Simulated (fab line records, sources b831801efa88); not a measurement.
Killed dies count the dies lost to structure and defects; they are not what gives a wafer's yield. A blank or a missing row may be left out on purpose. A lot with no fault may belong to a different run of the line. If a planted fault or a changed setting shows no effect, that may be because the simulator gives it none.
One fault seen from 2 desks :: flow gf180mcu :: numbers are kept per desk, each desk with only its own; the story behind them comes last

== TOOL OWNER'S DESK, furnace-01 ==
The tool's own readings at GF_DUAL_GATE_OXIDATION_15 (stabilise 600 s, purge 300 s, target thk 7.098 nm): means of the sampled wafers that have a number, for each lot that ran on this tool. A lot is out of limits, marked OUT, if its mean lies more than 4 standard deviations from the usual mean; the brackets give that distance.
Columns: A = spike-tc-upper-C at GF_DUAL_GATE_OXIDATION_15, usual 849.6 C; B = tube-center-temp-C at GF_DUAL_GATE_OXIDATION_15, usual 850 C; C = tube_center_temp_C_max at GF_DUAL_GATE_OXIDATION_15, usual 852.2
lot: L811
first seen here: day 8 08:29
A: 848.9
B: 850
C: 852.0

lot: L812
first seen here: day 8 13:41
A: 849.3
B: 850
C: 852.2

lot: L814
first seen here: day 9 04:50
A: 848.5
B: 850
C: 852.3

lot: L817
first seen here: day 10 00:54
A: 849.5
B: 850
C: 852.4

lot: L819
first seen here: day 10 11:20
A: 849.1
B: 850
C: 851.9

lot: L820
first seen here: day 10 21:37
A: 847.8
B: 850
C: 852.0

lot: L821
first seen here: day 11 02:40
A: 849.2
B: 850
C: 852.2

lot: L822
first seen here: day 11 11:46
A: 850.7
B: 852 (+20) OUT
C: 853.7 (+4.3) OUT

lot: L826
first seen here: day 12 14:55
A: 849.5
B: 852 (+21) OUT
C: 854.0 (+5.1) OUT

lot: L834
first seen here: day 15 00:58
A: 849.5
B: 850
C: 852.4
Finding of this desk: L822, L826 out of limits; the first was L822 at day 11 11:46, on tube-center-temp-C at GF_DUAL_GATE_OXIDATION_15. In limits: L811, L812, L814, L817, L819, L820, L821, L834.

== FROM THE METROLOGY DESK ==
Lot by lot, what the gauges showed, no matter which tool ran the lot: averages of those sampled wafers that carry a number. A lot is out of limits, marked OUT, if its mean lies more than 4 standard deviations from the usual mean; the brackets give that distance.
Columns: A = cd-nm at GF_M2_CD_MEAS_14, usual 280.4 nm
lot: L811
first seen here: day 19 02:03
A: 280.5

lot: L812
first seen here: day 19 09:40
A: 280.5

lot: L813
first seen here: day 19 17:21
A: 280.1

lot: L814
first seen here: day 20 07:34
A: 280.8

lot: L816
first seen here: day 20 21:20
A: 280.0

lot: L817
first seen here: day 21 11:07
A: 279.1

lot: L819
first seen here: day 22 00:30
A: 280.0

lot: L820
first seen here: day 22 13:15
A: 282.6

lot: L821
first seen here: day 22 18:57
A: 280.1

lot: L822
first seen here: day 23 06:04
A: 279.4

lot: L826
first seen here: day 24 15:27
A: 279.3

lot: L831
first seen here: day 26 09:43
A: 279.8

lot: L833
first seen here: day 26 19:57
A: 279.1

lot: L834
first seen here: day 26 23:08
A: 280.3
This desk found nothing out of limits on any of the 14 lots.

== ALL TOGETHER ==
An alarm could have come from the tool owner's desk at day 11 11:46, on L822, L826.
At the metrology desk, nothing out of limits was observed.
The metrology desk holds a record of L822, L826, inside its limits.
On furnace-01, each named lot ran GF_DUAL_GATE_OXIDATION_15.

== WHAT THE SIMULATOR HAD INSERTED ==
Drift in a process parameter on furnace-01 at GF_DUAL_GATE_OXIDATION_15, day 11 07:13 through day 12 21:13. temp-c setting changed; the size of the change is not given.
Shown lots that were struck: L822, L826.
Each desk's first reading out of limits, in hours after the fault started: the tool owner's desk, 5.
